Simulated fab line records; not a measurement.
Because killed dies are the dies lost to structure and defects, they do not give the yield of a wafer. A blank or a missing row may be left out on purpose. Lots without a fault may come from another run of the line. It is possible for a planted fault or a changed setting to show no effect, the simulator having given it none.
One fault through the eyes of 2 desks / flow sky130 / only its own numbers are on each desk; what lay behind them is given at the end

== METROLOGY DESK ==
Means of the sampled wafers that have a number, per lot and without regard to the tool the lot ran on: this is what the gauges read. Any lot whose mean is over 4 standard deviations away from the usual mean is out of limits and marked OUT; that distance is given in the brackets.
Columns: A = cd nm at SKY_SONOS_TUNNEL_CD_MEAS_07, usual 410.0 nm; B = SONOS_TUNNEL_OVL at SKY_SONOS_TUNNEL_OVL_MEAS_08, usual 0.7 nm
lot=L254; first seen here=day 11 02:50; A=407.9; B=0.3
lot=L255; first seen here=day 11 18:01; A=407.8; B=-0.1
lot=L257; first seen here=day 12 08:49; A=411.7; B=0.2
lot=L258; first seen here=day 12 11:35; A=411.1; B=1.2
lot=L259; first seen here=day 13 00:33; A=406.8; B=-0.4
lot=L262; first seen here=day 13 20:53; A=412.5; B=0.4
lot=L265; first seen here=day 14 23:25; A=410.2; B=1.4
lot=L271; first seen here=day 17 09:13; A=411.0; B=0.9
lot=L272; first seen here=day 17 16:58; A=409.2; B=1.0
lot=L273; first seen here=day 17 17:14; A=408.4; B=1.7
lot=L275; first seen here=day 18 12:45; A=409.3; B=-1.0
lot=L276; first seen here=day 18 14:51; A=411.1; B=0.9
lot=L277; first seen here=day 19 01:01; A=411.8; B=-1.1
Result from this desk: across the 13 lots, nothing is out of limits.

== DESK OF THE TOOL OWNER: litho track-02 ==
Per lot that ran on this tool, the mean of the sampled wafers carrying a number, from the tool's own readings at SKY_RES_PROTECT_SOFTBAKE_03 (time 60 s). Any lot whose mean is over 4 standard deviations away from the usual mean is out of limits and marked OUT; that distance is given in the brackets.
Columns: A = chill plate temp C at SKY_RES_PROTECT_SOFTBAKE_03, usual 23.00 C; B = heater power total W at SKY_RES_PROTECT_SOFTBAKE_03, usual 56.60 W; C = run length s at SKY_RES_PROTECT_SOFTBAKE_03, usual 89.16 s
lot=L254; first seen here=day 14 06:31; A=23.01; B=56.57; C=89.07
lot=L257; first seen here=day 15 18:03; A=22.96; B=56.63; C=89.16
lot=L259; first seen here=day 16 06:21; A=22.92; B=56.59; C=89.15
lot=L262; first seen here=day 17 07:36; A=22.82; B=58.38 (+40) OUT; C=83.61 (-43) OUT
lot=L265; first seen here=day 18 16:12; A=23.07; B=58.40 (+41) OUT; C=83.70 (-42) OUT
lot=L272; first seen here=day 21 09:43; A=23.04; B=56.58; C=89.07
lot=L275; first seen here=day 22 06:10; A=22.93; B=56.57; C=89.08
lot=L276; first seen here=day 22 09:16; A=23.07; B=56.63; C=89.08
This desk finds L262, L265 out of limits, L262 being first, at day 17 07:36 (heater power total W at SKY_RES_PROTECT_SOFTBAKE_03). Within limits: L254, L257, L259, L272, L275, L276.

== BROUGHT TOGETHER ==
An alarm could have come from the tool owner's desk at day 17 07:36, on L262, L265.
At the metrology desk, nothing out of limits was observed.
The metrology desk has L262, L265 on record, within its limits.
SKY_RES_PROTECT_SOFTBAKE_03 was run on litho track-02 by each of the lots named.

== WHAT WAS PUT IN BY THE SIMULATOR ==
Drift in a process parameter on litho track-02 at SKY_RES_PROTECT_SOFTBAKE_03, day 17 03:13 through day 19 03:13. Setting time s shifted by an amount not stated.
Lots struck among those shown: L262, L265.
Hours from the fault's start to each desk's first reading out of limits: the tool owner's desk, 4.
